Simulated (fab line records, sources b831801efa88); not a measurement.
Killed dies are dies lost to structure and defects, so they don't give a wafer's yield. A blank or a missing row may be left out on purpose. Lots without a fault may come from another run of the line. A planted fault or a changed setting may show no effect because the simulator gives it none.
A struck lot beside a sound one | flow sky130 | 30 steps out of a route of 708
Sound: wafers L420.1, L420.2, L420.6. Struck: wafers L434.1, L434.4, L434.6. The cause comes at the end.
At each step with rows: each side's tool, then ch and its chambers, then its first start. Under that, the readings that differ: sound wafers | struck wafers | difference of the means | sigmas: that difference in standard deviations of wafers without a fault.
alike: readings whose means differ by less than 2 such deviations, and words and numbers that are the same on both sides. not compared: withheld readings, readings that some wafer has no value for, bounds like >300 that may hide the same value, and numbers for which the record gives no deviation and whose values overlap.
The two part at a step that has a row with sigmas, a row that says differs or no value, or rows on one side only. Numbers that don't overlap but have no deviation are shown without sigmas and don't part them. A reading that every wafer of one side lacks parts them only if that side has two wafers or more.

first, 5 steps without rows for these wafers: SKY_SONOS_ONO_COAT_08 (resist thk 1140 nm); SKY_SONOS_ONO_SOFTBAKE_09 (time 60 s); SKY_SONOS_ONO_EXPOSE_10 (exposes mask ONOM, target cd 410 nm); SKY_SONOS_ONO_PEB_11; SKY_SONOS_ONO_DEVELOP_12 (develop time 60 s).
SKY_SONOS_ONO_CD_MEAS_13: target cd 410 nm.
  sound on cd_sem-01, day 12 16:56; struck on cd_sem-02, day 17 16:02
  alike: cd_nm
SKY_SONOS_ONO_OVL_MEAS_14:
  sound on overlay-02, day 12 17:04; struck on overlay-01, day 17 16:09
  alike: SONOS_ONO_OVL
SKY_SONOS_ONO_ETCH_15: etches the open film in CHF3/O2, target depth 19.52 nm, time 7.8 s.
  sound on rie_diel-04 ch 0,2, day 12 17:05; struck on rie_diel-02 ch 0,1,3, day 17 16:11
  alike: bias_w, drypump_motor_current_A, oes_product_au, throttle_valve_pct
  not compared: rf_hours_counter_h
then, 1 step without rows for these wafers: SKY_SONOS_ONO_WET_ETCH_16 (etches SiO2 in dHF, target depth 14 nm, time 280 s).
SKY_SONOS_ONO_STRIP_17: strips in O2/N2.
  sound on plasma_asher-02 ch 0,1, day 12 17:13; struck on plasma_asher-01 ch 1, day 17 16:19
  alike: drypump_motor_current_A, n2_flow_sccm, oes_product_au, strip_time_to_endpoint_s
  not compared: rf_hours_counter_h
then, 2 steps without rows for these wafers: SKY_SONOS_ONO_WET_ETCH_18 (etches Si3N4 in H3PO4, target depth 15 nm, time 172 s); SKY_GATE_OXIDE_CLEAN_00 (cleans in SC1/SC2, time 150 s).
SKY_GATE_OXIDE_OXIDATION_01: stabilise 600 s, purge 300 s, target thk 10.268 nm.
  sound on furnace-01 ch 0, day 12 19:49; struck on furnace-01 ch 0, day 18 00:27
  reading                                           | sound            | struck           | difference | sigmas
  model.SiO2_of_GATE_OXIDE_OXIDATION_01.thk_nm (nm) | 10.3 10.29 10.32 | 12.45 12.7 12.53 | +2.26      |
SKY_GATE_OXIDE_THK_MEAS_02:
  sound on film_metro-01, day 12 21:13; struck on film_metro-03, day 18 01:52
  reading                          | sound             | struck            | difference | sigmas
  GATE_OXIDE_OXIDATION_00_THK (nm) | 10.32 10.26 10.32 | 12.45 12.68 12.49 | +2.24      | +14
then, 7 steps without rows for these wafers: SKY_GATE_OXIDE_DEHYDRATE_03 (time 60 s); SKY_GATE_OXIDE_HMDS_04 (prime time 60 s); SKY_GATE_OXIDE_COAT_05 (resist thk 1140 nm); SKY_GATE_OXIDE_SOFTBAKE_06 (time 60 s); SKY_GATE_OXIDE_EXPOSE_07 (exposes mask LVOM, target cd 600 nm); SKY_GATE_OXIDE_PEB_08; SKY_GATE_OXIDE_DEVELOP_09 (develop time 60 s).
SKY_GATE_OXIDE_OVL_MEAS_10:
  sound on overlay-01, day 13 22:32; struck on overlay-01, day 19 06:53
  alike: GATE_OXIDE_OVL
then, 2 steps without rows for these wafers: SKY_GATE_OXIDE_IMPLANT_11; SKY_GATE_OXIDE_WET_ETCH_12 (etches SiO2 in dHF, target depth 16.8 nm, time 336 s).
SKY_GATE_OXIDE_STRIP_13: strips in O2/N2.
  sound on plasma_asher-01 ch 0,1, day 13 22:49; struck on plasma_asher-03 ch 0,1, day 19 07:11
  alike: drypump_motor_current_A, n2_flow_sccm, oes_product_au, strip_time_to_endpoint_s
  not compared: rf_hours_counter_h
SKY_GATE_OXIDE_TW_MEAS_14:
  sound on film_metro-01, day 13 22:55; struck on film_metro-01, day 19 07:17
  alike: GATE_OXIDE_TW
then, 1 step without rows for these wafers: SKY_GATE_OXIDE_CLEAN_15 (cleans in SC1/SC2, time 150 s).
SKY_GATE_OXIDE_OXIDATION_16: stabilise 600 s, purge 300 s, target thk 3.57 nm.
  sound on furnace-01 ch 0, day 14 02:51; struck on furnace-01 ch 0, day 19 07:23
  reading                                           | sound             | struck           | difference | sigmas
  model.SiO2_of_GATE_OXIDE_OXIDATION_01.thk_nm (nm) | 11.56 11.55 11.55 | 13.49 13.77 13.6 | +2.07      |
then, 1 step without rows for these wafers: SKY_POLY_GATE_CVD_00 (deposits poly-Si, target thk 180 nm, time 720 s).
-- the record jumps here: 30 days lie between the struck wafers' starts before and after (it left off in module POLY_GATE and takes up again in module PAD_OPEN, whose first step shown is number 708 of the route) --
SKY_PAD_OPEN_PROBE_99:
  sound on prober-02, day 45 21:22; struck on prober-02, day 49 11:33
  reading                                | sound                         | struck                        | difference | sigmas
  killed_at_other                        | 1 1 1                         | 0 0 0                         | -1         | -2
  model.etest.nfet_16v.r_on_ohm_um       | 1.386e+04 1.395e+04 1.392e+04 | 1.48e+04 1.489e+04 1.496e+04  | +9.73e+02  |
  model.etest.pfet_16v.r_on_ohm_um       | 1.5e+04 1.503e+04 1.502e+04   | 1.553e+04 1.565e+04 1.603e+04 | +7.200e+02 |
  model.etest.tip_sonos.rs_ohm_sq        | 2621 2609 2621                | 3193 3250 3228                | +607       |
  model.etest.pfet_g5v0d10v5.r_on_ohm_um | 4730 4746 4728                | 5221 5268 5301                | +529       |
  model.etest.nfet_g5v0d10v5.r_on_ohm_um | 1899 1876 1909                | 2090 2105 2083                | +198       |
  model.etest.tip_p.rs_ohm_sq            | 6844 6835 6863                | 7026 7070 7063                | +206       |
  model.etest.nfet_g5v0d10v5.drive_ua_um | 603.9 601.8 605.6             | 513.9 505 511.6               | -93.6      |
  model.etest.nfet_05v0_nvt.drive_ua_um  | 577.5 581.3 579.3             | 497.1 491.1 498.9             | -83.7      |
  alike: killed_at_M0_to_M3, killed_at_M4_up, killed_at_contacts, killed_at_front_end, killed_dies, killed_open, killed_short

WHERE THEY PART
First at SKY_GATE_OXIDE_THK_MEAS_02; last, within this record, at SKY_PAD_OPEN_PROBE_99.

WHY: what the simulator had put in
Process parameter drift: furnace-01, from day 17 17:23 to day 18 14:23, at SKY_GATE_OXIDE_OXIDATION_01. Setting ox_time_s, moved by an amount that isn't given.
